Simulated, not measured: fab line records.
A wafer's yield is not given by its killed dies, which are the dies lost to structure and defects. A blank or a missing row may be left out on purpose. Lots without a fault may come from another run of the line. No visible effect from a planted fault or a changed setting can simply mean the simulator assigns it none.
8D (eight disciplines) problem report, filled in by code :: flow gf180mcu :: the parts of the form that need people (team, actions taken, sign-off) are left out

## 1. WHAT IS WRONG
Mean VT_IMPLANT_TW at GF_VT_IMPLANT_TW_MEAS_10: 673 over 6 wafers in 2 lots; fault-free wafers: 563, standard deviation 6. Measured from the usual mean, that is +18 standard deviations.
First seen on wafer L217.2, day 7 14:33, on film_metro-02. At this step, 42 wafers from 14 lots have a number in the record. By rule, "out" or "out of limits" means more than 4 standard deviations away from the usual mean. Any other wafer with a number is counted as sound.

## 2. WHAT IT IS, AND WHAT IT ISN'T
question: which readings at this step
is: VT_IMPLANT_TW
is not: -

question: which lots
is: L217, L219
is not: L211, L212, L213, L214, L218, L223, L224, L225, L230, L231, L232, L233

question: which wafers of those lots
is: all that have a number
is not: -

question: read on which gauges
is: film_metro-01, film_metro-02
is not: film_metro-04

question: when
is: from day 7 14:33
is not: up to then (12 sound wafers); but 24 sound wafers of L218, L223, L224, L225, L230, L231, L232, L233 came after

## 3. SUSPECTS, AND WHAT RULES EACH OUT
Counting: a tool at a process step up to the reading stays a suspect if it ran every lot that is out and no sound lot after the first of them.
- the gauge at GF_VT_IMPLANT_TW_MEAS_10: ruled out. Those wafers that are out were read across 2 gauges (film_metro-01, film_metro-02).
- implanter-02 at GF_VT_IMPLANT_IMPLANT_08: kept. Every lot that is out went through it, starting with L217 (day 7 14:19), and after that it ran no sound lot; the last sound lot it ran before then is L214 (day 6 13:30). On those wafers its own readings are out: dose_ions_cm2, faraday_current_uA.
After counting, what remains is implanter-02 at GF_VT_IMPLANT_IMPLANT_08.

## 4. THE CAUSE (what the simulator had put in)
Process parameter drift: implanter-02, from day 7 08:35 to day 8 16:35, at GF_VT_IMPLANT_IMPLANT_08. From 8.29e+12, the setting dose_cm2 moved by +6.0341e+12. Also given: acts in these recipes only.
This tool alone remained once counting was done.

## 5. THE CHAIN OF EFFECTS, in route order
Rows list readings where the struck wafers' mean (over those with a number) sits beyond 3 standard deviations from the usual. Scope: only readings with a usual standard deviation given in the record; hours: median across lots of the time from each lot's start at the first step in this table that gives one to its start at this step; sigmas: change in usual standard deviations.
hours: 0
step: GF_VT_IMPLANT_IMPLANT_08
reading: dose_ions_cm2
usual: 8.29e+12
on struck wafers: 1.43e+13
change: +6.03e+12
sigmas: +99 or more

hours: 0
step: GF_VT_IMPLANT_IMPLANT_08
reading: faraday_current_uA
usual: 46.9
on struck wafers: 80.3
change: +33.4
sigmas: +34

hours: 0
step: GF_VT_IMPLANT_TW_MEAS_10
reading: VT_IMPLANT_TW
usual: 563
on struck wafers: 673
change: +110
sigmas: +18
The process steps in it:
- GF_VT_IMPLANT_IMPLANT_08
At these later measuring or inspecting steps, every struck wafer for which the step has a row has a number for every such reading, and none has moved that far: GF_HV_LDD_CD_MEAS_31, GF_NSD_OVL_MEAS_08.

## 6. WHAT WOULD HAVE CAUGHT IT SOONER
6 hours passed between the start of the fault at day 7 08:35 and the first reading out of limits at a measuring or inspecting step in this record, taken at day 7 14:33.
Tool's own readings at GF_VT_IMPLANT_IMPLANT_08, dose_ions_cm2, faraday_current_uA: out on all struck wafers the step has rows for; an alarm limit on them would have tripped on the first.
L219, from the lots that are out (2), started GF_VT_IMPLANT_IMPLANT_08 on implanter-02 later than day 7 14:33. Holding the tool at that time would have saved it.
